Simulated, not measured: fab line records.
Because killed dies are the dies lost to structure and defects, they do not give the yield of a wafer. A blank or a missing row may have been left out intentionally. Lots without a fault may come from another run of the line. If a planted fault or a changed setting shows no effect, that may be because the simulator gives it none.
A struck lot beside a sound one || flow sfq_line || 42 out of 325 route steps
Sound: the wafers L151.1, L151.2, L151.4. Struck: wafer L155.2 (left out: L155.1, L155.5 of the same lot, which were not struck); the cause appears at the end.
Order at every step that has rows: each side's tool, ch and its chambers, its first start. Under that, the readings that differ: sound wafers || struck wafers || difference of the means || sigmas: that difference in standard deviations of wafers without a fault.
alike: same words and numbers on both sides, and readings whose means sit less than 2 such deviations apart. not compared: any withheld reading, any reading some wafer has no value for, any bound like >300 that may hide the same value, and any number with overlapping values for which the record gives no deviation.
A row with sigmas, a row that says differs or no value, or rows on one side alone: a step with any of these is where the two part. Non-overlapping numbers with no deviation appear without sigmas and do not part them. A reading that every wafer of one side lacks parts them only if that side has two wafers or more.

first, 6 steps without rows for these wafers: SFQ_TRILAYER_M3_LITHO_COAT_080 (resist thk 62 nm); SFQ_TRILAYER_M3_LITHO_COAT_075 (resist thk 600 nm); SFQ_TRILAYER_M3_LITHO_SOFTBAKE_079; SFQ_TRILAYER_M3_LITHO_EXPOSE_076 (exposes mask M3, target cd 500 nm); SFQ_TRILAYER_M3_LITHO_PEB_078 (peb time 60 s); SFQ_TRILAYER_M3_LITHO_DEVELOP_077 (time 60 s).
SFQ_M3_OVL_MEAS_921:
  sound on overlay-02, day 46 19:31; struck on overlay-01, day 47 18:29
  alike: M3_OVL
SFQ_TRILAYER_M3_BARC_OPEN_METAL_ETCH_100: etches BARC in O2, target depth 125 nm, time 41.7 s.
  sound on rie_metal-02 ch 0,1, day 46 19:33; struck on rie_metal-04 ch 0, day 47 18:32
{"reading": "drypump_motor_current_A (A)", "sound": "5.76 5.66 5.65", "struck": 5.00, "difference": -0.69, "sigmas": -2}
  alike: chamber_pressure_mTorr, oes_product_au
  not compared: rf_hours_counter_h
then, 4 steps without rows for these wafers: SFQ_TRILAYER_M3_ETCH_METAL_ETCH_078 (etches Nb in Cl2/Ar, stops on SiO2, target depth 240 nm, time 120 s); SFQ_TRILAYER_M3_STRIP_STRIP_079 (strips in O2); SFQ_TRILAYER_M3_STRIP_SOLV_CLEAN_080 (cleans in NMP, time 600 s); SFQ_TRILAYER_I3_DEP_PECVD_081 (deposits SiO2 from SiH4/N2O, time 111.11 s, target thk 500 nm).
SFQ_TRILAYER_I3_CMP_CMP_082: polishes SiO2.
  sound on cmp-02 ch 0,1,3, day 47 02:18; struck on cmp-02 ch 1, day 48 06:18
{"reading": "time_to_endpoint_s (s)", "sound": "209 205 220", "struck": 275, "difference": "+64", "sigmas": "+9"}
{"reading": "model.SiO2_of_TRILAYER_I3_DEP_PECVD_081.thk_nm (nm)", "sound": "199.5 199.2 199.9", "struck": 303.1, "difference": "+103.6", "sigmas": ""}
  alike: motor_current_A
SFQ_I3_BOW_MEAS_922:
  sound on film_metro-01, day 47 05:18; struck on film_metro-02, day 48 08:18
  alike: I3_BOW
SFQ_TRILAYER_I3_METRO_MEASURE_083:
  sound on film_metro-01, day 47 05:25; struck on film_metro-02, day 48 08:25
{"reading": "thk_nm (nm)", "sound": "199.6 199.2 200.2", "struck": 303.2, "difference": "+103.5", "sigmas": "+99 or more"}
then, 6 steps without rows for these wafers: SFQ_TRILAYER_I3_VIA_LITHO_COAT_090 (resist thk 62 nm); SFQ_TRILAYER_I3_VIA_LITHO_COAT_085 (resist thk 650 nm); SFQ_TRILAYER_I3_VIA_LITHO_SOFTBAKE_089; SFQ_TRILAYER_I3_VIA_LITHO_EXPOSE_086 (exposes mask I3, target cd 500 nm); SFQ_TRILAYER_I3_VIA_LITHO_PEB_088 (peb time 60 s); SFQ_TRILAYER_I3_VIA_LITHO_DEVELOP_087 (time 60 s).
-- the record jumps here: 5 days lie between the struck wafers' starts before and after --
SFQ_I3_OVL_MEAS_923:
  sound on overlay-01, day 52 19:49; struck on overlay-01, day 53 18:37
  alike: I3_OVL
SFQ_TRILAYER_I3_VIA_BARC_OPEN_VIA_ETCH_121: etches BARC in O2, target depth 125 nm, time 41.7 s.
  sound on rie_diel-02 ch 0,1,3, day 52 19:52; struck on rie_diel-02 ch 1, day 53 18:40
  alike: chamber_pressure_mTorr, drypump_motor_current_A, oes_product_au
  not compared: rf_hours_counter_h
SFQ_TRILAYER_I3_VIA_ETCH_VIA_ETCH_088: etches SiO2 in CHF3, stops on Nb, target depth 260 nm.
  sound on rie_diel-02 ch 0,1,3, day 52 19:54; struck on rie_diel-02 ch 1, day 53 18:42
{"reading": "oes_product_au (a.u.)", "sound": "0.849 0.857 0.855", "struck": 0.980, "difference": "+0.126", "sigmas": "+24"}
{"reading": "model.etch.depth_nm (nm)", "sound": "199.5 199.2 199.9", "struck": 249.6, "difference": "+50.1", "sigmas": ""}
{"reading": "model.I3.feature_depth_nm (nm)", "sound": "199.5 199.2 199.9", "struck": 249.6, "difference": "+50.1", "sigmas": ""}
  alike: chamber_pressure_mTorr, drypump_motor_current_A
then, 2 steps without rows for these wafers: SFQ_TRILAYER_I3_VIA_STRIP_STRIP_089 (strips in O2); SFQ_TRILAYER_I3_VIA_STRIP_SOLV_CLEAN_090 (cleans in NMP, time 600 s).
SFQ_TRILAYER_M4_DEP_PRE_CLEAN_092: time 22.5 s.
  sound on pvd_sputter-04, day 52 20:48; struck on pvd_sputter-04, day 53 19:35
{"reading": "model.SiO2_of_TRILAYER_I3_DEP_PECVD_081.thk_nm (nm)", "sound": "192 191.7 192.4", "struck": 295.6, "difference": "+103.6", "sigmas": ""}
  alike: bias_v
SFQ_TRILAYER_M4_DEP_SPUTTER_091: material Nb, target thk 200 nm, time 133.3 s.
  sound on pvd_sputter-04, day 52 20:50; struck on pvd_sputter-04, day 53 19:37
  alike: throttle_valve_pct
SFQ_M4_RS_MEAS_924: measures by four-point-probe.
  sound on film_metro-02, day 52 20:55; struck on film_metro-04, day 53 19:42
  alike: M4_NB_RS
then, 6 steps without rows for these wafers: SFQ_TRILAYER_M4_LITHO_COAT_098 (resist thk 62 nm); SFQ_TRILAYER_M4_LITHO_COAT_093 (resist thk 600 nm); SFQ_TRILAYER_M4_LITHO_SOFTBAKE_097; SFQ_TRILAYER_M4_LITHO_EXPOSE_094 (exposes mask M4, target cd 500 nm); SFQ_TRILAYER_M4_LITHO_PEB_096 (peb time 60 s); SFQ_TRILAYER_M4_LITHO_DEVELOP_095 (time 60 s).
SFQ_M4_OVL_MEAS_926:
  sound on overlay-02, day 53 03:08; struck on overlay-02, day 53 23:05
  alike: M4_OVL
SFQ_TRILAYER_M4_BARC_OPEN_METAL_ETCH_123: etches BARC in O2, target depth 125 nm, time 41.7 s.
  sound on rie_metal-01 ch 0,1, day 53 03:11; struck on rie_metal-02 ch 1, day 53 23:07
  alike: chamber_pressure_mTorr, drypump_motor_current_A, oes_product_au
  not compared: rf_hours_counter_h
then, 3 steps without rows for these wafers: SFQ_TRILAYER_M4_ETCH_METAL_ETCH_096 (etches Nb in Cl2/Ar, stops on SiO2, target depth 240 nm, time 120 s); SFQ_TRILAYER_M4_STRIP_STRIP_097 (strips in O2); SFQ_TRILAYER_M4_STRIP_SOLV_CLEAN_098 (cleans in NMP, time 600 s).
SFQ_TRILAYER_I4_DEP_PECVD_099: deposits SiO2 from SiH4/N2O, time 111.11 s, target thk 500 nm.
  sound on pecvd-02 ch 0,1,2, day 53 04:08; struck on pecvd-03 ch 1, day 54 00:04
{"reading": "heater_power_w (W)", "sound": "76 91 97", "struck": 129, "difference": "+41", "sigmas": "+2"}
  alike: showerhead_vpp_V, throttle_valve_pct
-- the record jumps here: 32 days lie between the struck wafers' starts before and after --
SFQ_M8_BOW_MEAS_951:
  sound on film_metro-04, day 84 23:26; struck on film_metro-04, day 85 13:25
{"reading": "model.etest.i3.link_ohm", "sound": "2.01 1.992 1.953", "struck": 1e+06, "difference": "+1e+06", "sigmas": ""}
  alike: M8_BOW

## WHERE THEY PART
Last at SFQ_TRILAYER_I4_DEP_PECVD_099 as far as this record goes, first at SFQ_TRILAYER_M3_BARC_OPEN_METAL_ETCH_100. Later steps at which nothing parts them and some readings are alike: SFQ_M8_BOW_MEAS_951.

WHY: what the simulator had put in
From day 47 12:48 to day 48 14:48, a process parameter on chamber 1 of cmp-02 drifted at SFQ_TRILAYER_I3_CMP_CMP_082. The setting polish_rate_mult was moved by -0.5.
